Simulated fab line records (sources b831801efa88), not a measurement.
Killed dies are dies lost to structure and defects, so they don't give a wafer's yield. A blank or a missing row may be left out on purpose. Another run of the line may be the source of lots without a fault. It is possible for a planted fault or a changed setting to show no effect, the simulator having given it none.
Matching of chambers -- flow sky130 -- 4 sister chambers for SKY_VIA2_CMP_24 on cmp-02
The step polishes, stops on SiO2, t overpolish 20 s, target thk 0 nm. 7 wafers are shown with their chamber, then 9 later ones without.

## WAFERS, EACH WITH ITS CHAMBER
wafer,chamber,motor_current_A (A),platen_rpm (rpm)
L265.6,0,11.7,60.03
L273.3,2,10.3,60.00
L274.1,2,11.3,59.97
L274.3,3,11.9,59.98
L274.5,1,10.9,59.99
L275.2,3,11.9,59.98
L275.3,1,10.3,60.00

## WAFERS WITHOUT THEIR CHAMBER
wafer,motor_current_A (A),platen_rpm (rpm)
L275.5,10.3,60.07
L276.1,10.7,60.01
L276.2,12.2,59.96
L276.6,12.6,60.01
L280.2,11.9,59.98
L280.6,10.7,60.05
L281.1,10.1,60.04
L281.2,11.2,60.01
L281.3,12.4,60.01

## EACH ONE'S CHAMBER
wafer,from the rows above,in truth
L275.5,can't be placed: 0 or 1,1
L276.1,can't be placed: 1 or 2 or 0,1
L276.2,can't be placed: 3 or 2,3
L276.6,can't be placed: 0 or 3 or 2 or 1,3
L280.2,3,3
L280.6,can't be placed: 0 or 1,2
L281.1,can't be placed: 0 or 1 or 2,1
L281.2,can't be placed: 1 or 0 or 2 or 3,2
L281.3,can't be placed: 0 or 3 or 2 or 1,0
Placed correctly: 1 of 9. These rows do not allow placing 8 (true chamber among the candidates in 7). Wrongly placed: 0.
How it was worked out, from the rows above alone: a wafer's distance from a chamber is the root of the sum, over the readings, of the square of ((its reading less the chamber's mean) divided by the reading's scatter). The wafer belongs to the nearest chamber; if the next one is less than 2 further off, it can't be placed. For every chamber, the mean is computed from those of its wafers that are shown. How the scatter is found: for the shown wafers, subtract from each reading the mean of its chamber, square and add these, divide the total by (wafers less chambers), then take the root.
